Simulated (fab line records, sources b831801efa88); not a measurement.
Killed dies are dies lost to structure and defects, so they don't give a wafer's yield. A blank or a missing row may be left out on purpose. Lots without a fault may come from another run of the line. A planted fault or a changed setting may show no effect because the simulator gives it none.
Chamber matching | flow sky130 | SKY_FIELD_ISO_ETCH_15 on rie_diel-01: 4 sister chambers
The step etches the open film in CHF3/O2, stops on Si, target depth 180 nm, time 70.07 s. 14 wafers are shown with their chamber, then 7 later ones without.

WAFERS WITH THEIR CHAMBER
wafer  | chamber | throttle_valve_pct (%) | oes_product_au (a.u.)
L534.2 | 3       | 8.842                  | 0.962
L534.3 | 1       | 8.835                  | 0.968
L534.6 | 2       | 8.872                  | 0.966
L538.1 | 3       | 8.853                  | 0.966
L538.3 | 2       | 8.856                  | 0.964
L538.4 | 1       | 8.861                  | 0.959
L539.2 | 0       | 8.842                  | 0.968
L539.3 | 1       | 8.850                  | 0.967
L539.4 | 2       | 8.859                  | 0.964
L541.1 | 3       | 8.837                  | 0.963
L541.2 | 1       | 8.848                  | 0.962
L541.4 | 0       | 8.850                  | 0.963
L546.1 | 2       | 8.854                  | 0.955
L546.2 | 0       | 8.846                  | 0.961

SIGNATURES (means of the wafers above)
reading            | chamber 0 | chamber 1 | chamber 2 | chamber 3 | scatter within a chamber
throttle_valve_pct | 8.84600   | 8.84850   | 8.86025   | 8.84400   | 0.00839
oes_product_au     | 0.96400   | 0.96400   | 0.96225   | 0.96367   | 0.00402
Rule: a wafer's distance from a chamber is the root of the sum, over the readings, of the square of ((its reading less the chamber's mean) divided by the reading's scatter). The wafer belongs to the nearest chamber; if the next one is less than 2 further off, it can't be placed. The scatter: the root of (the sum of the squares of (reading less its chamber's mean) over the shown wafers, divided by (wafers less chambers)).

WAFERS WITHOUT THEIR CHAMBER
wafer  | throttle_valve_pct (%) | oes_product_au (a.u.)
L546.5 | 8.859                  | 0.953
L548.2 | 8.849                  | 0.965
L548.4 | 8.845                  | 0.966
L548.5 | 8.844                  | 0.969
L555.2 | 8.847                  | 0.964
L555.4 | 8.842                  | 0.962
L555.6 | 8.832                  | 0.960

WHICH CHAMBER EACH WENT THROUGH
wafer  | from the rows above               | in truth
L546.5 | can't be placed: 2 or 1 or 0 or 3 | 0
L548.2 | can't be placed: 1 or 0 or 3 or 2 | 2
L548.4 | can't be placed: 0 or 3 or 1 or 2 | 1
L548.5 | can't be placed: 0 or 3 or 1 or 2 | 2
L555.2 | can't be placed: 0 or 1 or 3 or 2 | 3
L555.4 | can't be placed: 3 or 0 or 1 or 2 | 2
L555.6 | can't be placed: 3 or 0 or 1 or 2 | 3
Placed correctly: 0 of 7. Can't be placed from these rows: 7 (the true chamber is among the candidates in 7). Placed wrongly: 0.
